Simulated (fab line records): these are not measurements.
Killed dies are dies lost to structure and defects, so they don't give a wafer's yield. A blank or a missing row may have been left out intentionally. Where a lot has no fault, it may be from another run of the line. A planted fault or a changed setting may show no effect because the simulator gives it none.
The tool behind it: which one? | flow gf180mcu | 13 lots, 39 wafers sampled, at 4 steps of a route of 602

== WHAT THE GAUGES SHOWED, per wafer ==
GF_TOP_METAL_CD_MEAS_14: target cd 440 nm.
lot  | measured     | on        | cd-nm (nm)
L511 | day 28 12:03 | cd-sem-02 | 437.5 438.0 438.2
L512 | day 28 18:38 | cd-sem-02 | 434.4 438.6 436.1
L513 | day 29 03:29 | cd-sem-01 | 441.3 441.0 440.1
L514 | day 29 10:04 | cd-sem-02 | 438.7 439.0 438.3
L515 | day 29 16:37 | cd-sem-01 | 437.9 437.8 438.3
L516 | day 30 03:00 | cd-sem-01 | 437.1 439.4 436.3
L517 | day 30 10:17 | cd-sem-01 | 437.0 436.5 436.3
L518 | day 30 16:41 | cd-sem-02 | 438.2 436.3 436.3
L519 | day 30 20:02 | cd-sem-02 | 440.1 439.5 440.0
L520 | day 31 05:33 | cd-sem-01 | 438.0 436.1 435.2
L521 | day 31 12:22 | cd-sem-01 | 440.4 442.5 439.1
L522 | day 31 21:47 | cd-sem-01 | 436.5 437.4 439.5
L530 | day 33 18:39 | cd-sem-02 | 434.5 435.5 434.0

== EACH LOT AND THE TOOL THAT RAN IT (in order: tool; ch and the chambers of the sampled wafers; start) ==
lot  | GF_V4_CVD_00                     | GF_V5_ETCH_16                      | GF_TOP_METAL_SPUTTER_01
L511 | hdpcvd-02 ch 0,1,2, day 23 23:38 | rie-diel-04 ch 1,2, day 27 15:21   | pvd-sputter-01, day 27 16:50
L512 | hdpcvd-01 ch 0,1,2, day 24 04:56 | rie-diel-04 ch 1,2,3, day 27 21:10 | pvd-sputter-01, day 27 22:39
L513 | hdpcvd-01 ch 0,1,2, day 24 14:50 | rie-diel-01 ch 1,2, day 28 06:30   | pvd-sputter-01, day 28 07:59
L514 | hdpcvd-02 ch 0,2, day 25 00:47   | rie-diel-01 ch 0,1,3, day 28 13:06 | pvd-sputter-04, day 28 14:35
L515 | hdpcvd-01 ch 0,1,2, day 25 06:10 | rie-diel-03 ch 1,2, day 28 19:54   | pvd-sputter-02, day 28 21:23
L516 | hdpcvd-02 ch 0,1,2, day 25 19:07 | rie-diel-04 ch 1,2,3, day 29 06:40 | pvd-sputter-02, day 29 08:08
L517 | hdpcvd-02 ch 0,1,2, day 26 02:37 | rie-diel-01 ch 1,3, day 29 14:54   | pvd-sputter-04, day 29 16:25
L518 | hdpcvd-02 ch 1,2, day 26 09:14   | rie-diel-01 ch 0,2,3, day 29 20:34 | pvd-sputter-02, day 29 22:02
L519 | hdpcvd-01 ch 0,1,2, day 26 12:47 | rie-diel-01 ch 0,1,3, day 30 00:24 | pvd-sputter-02, day 30 01:55
L520 | hdpcvd-01 ch 0,1,2, day 27 00:38 | rie-diel-01 ch 2,3, day 30 10:00   | pvd-sputter-02, day 30 11:29
L521 | hdpcvd-02 ch 0,2, day 27 06:34   | rie-diel-03 ch 0,1,2, day 30 16:43 | pvd-sputter-01, day 30 18:12
L522 | hdpcvd-01 ch 0,1,2, day 27 20:07 | rie-diel-01 ch 0,2,3, day 31 03:18 | pvd-sputter-01, day 31 04:53
L530 | hdpcvd-01 ch 0,1, day 29 23:15   | rie-diel-04 ch 0,1,3, day 33 01:09 | pvd-sputter-04, day 33 03:08
- GF_V4_CVD_00: deposits SiO2, target thk 600 nm, time 100 s.
- GF_V5_ETCH_16: etches BARC in N2/H2.
- GF_TOP_METAL_SPUTTER_01: material TiN, target thk 30 nm, time 25 s.

== WHAT THE TOOLS THEMSELVES READ (means of the sampled wafers that have a number; where no wafer has one, the mark that the record gives instead) ==
GF_V5_ETCH_16.
lot  | tool        | drypump-motor-current-A (A) | oes-product-au (a.u.) | throttle-valve-pct (%)
L511 | rie-diel-04 | 6.2                         | 0.853                 | 13.225
L512 | rie-diel-04 | 6.1                         | 0.855                 | 13.224
L513 | rie-diel-01 | 5.3                         | 0.851                 | 13.229
L514 | rie-diel-01 | 5.6                         | 0.853                 | 13.224
L515 | rie-diel-03 | 5.1                         | 0.848                 | 13.222
L516 | rie-diel-04 | 6.1                         | 0.856                 | 13.227
L517 | rie-diel-01 | 5.6                         | 0.854                 | 13.228
L518 | rie-diel-01 | 5.4                         | 0.856                 | 13.233
L519 | rie-diel-01 | 5.6                         | 0.853                 | 13.228
L520 | rie-diel-01 | 5.4                         | 0.855                 | 13.223
L521 | rie-diel-03 | 5.3                         | 0.859                 | 13.232
L522 | rie-diel-01 | 5.4                         | 0.853                 | 13.228
L530 | rie-diel-04 | 5.7                         | 0.859                 | 13.224

GF_TOP_METAL_SPUTTER_01.
lot  | tool           | throttle-valve-pct (%)
L511 | pvd-sputter-01 | 29.7
L512 | pvd-sputter-01 | 29.2
L513 | pvd-sputter-01 | 29.1
L514 | pvd-sputter-04 | 30.8
L515 | pvd-sputter-02 | 30.0
L516 | pvd-sputter-02 | 29.7
L517 | pvd-sputter-04 | 30.8
L518 | pvd-sputter-02 | 29.6
L519 | pvd-sputter-02 | 30.5
L520 | pvd-sputter-02 | 29.4
L521 | pvd-sputter-01 | 29.3
L522 | pvd-sputter-01 | 29.5
L530 | pvd-sputter-04 | 30.5

== THE ANSWER, worked out from the rows above alone ==
Rule: the lots themselves supply what counts as usual. Put in order of their means at a reading, lots are off if they are a third of the lots or fewer, leave a main group of 4 or more, and stand apart from it by a gap of 3 or more times the standard deviation of the main group's means; of several such gaps the widest counts. The tables above print the reading to a certain number of digits; a main group whose means all agree to those digits is not used. A lot without any number at a reading at which 4 lots or more have one is off too. Any other lot the step has rows for is counted as sound. After the gauges, taken in route order, come the tools' own readings; for these a lot's mean is taken, as printed above. The first step at which some lot is off is used, and at that step the reading that is off furthest; a lot without a number counts as furthest.
No lot is off at any reading shown: from this, nothing can be told.

== WHAT HAD BEEN PUT IN BY THE SIMULATOR ==
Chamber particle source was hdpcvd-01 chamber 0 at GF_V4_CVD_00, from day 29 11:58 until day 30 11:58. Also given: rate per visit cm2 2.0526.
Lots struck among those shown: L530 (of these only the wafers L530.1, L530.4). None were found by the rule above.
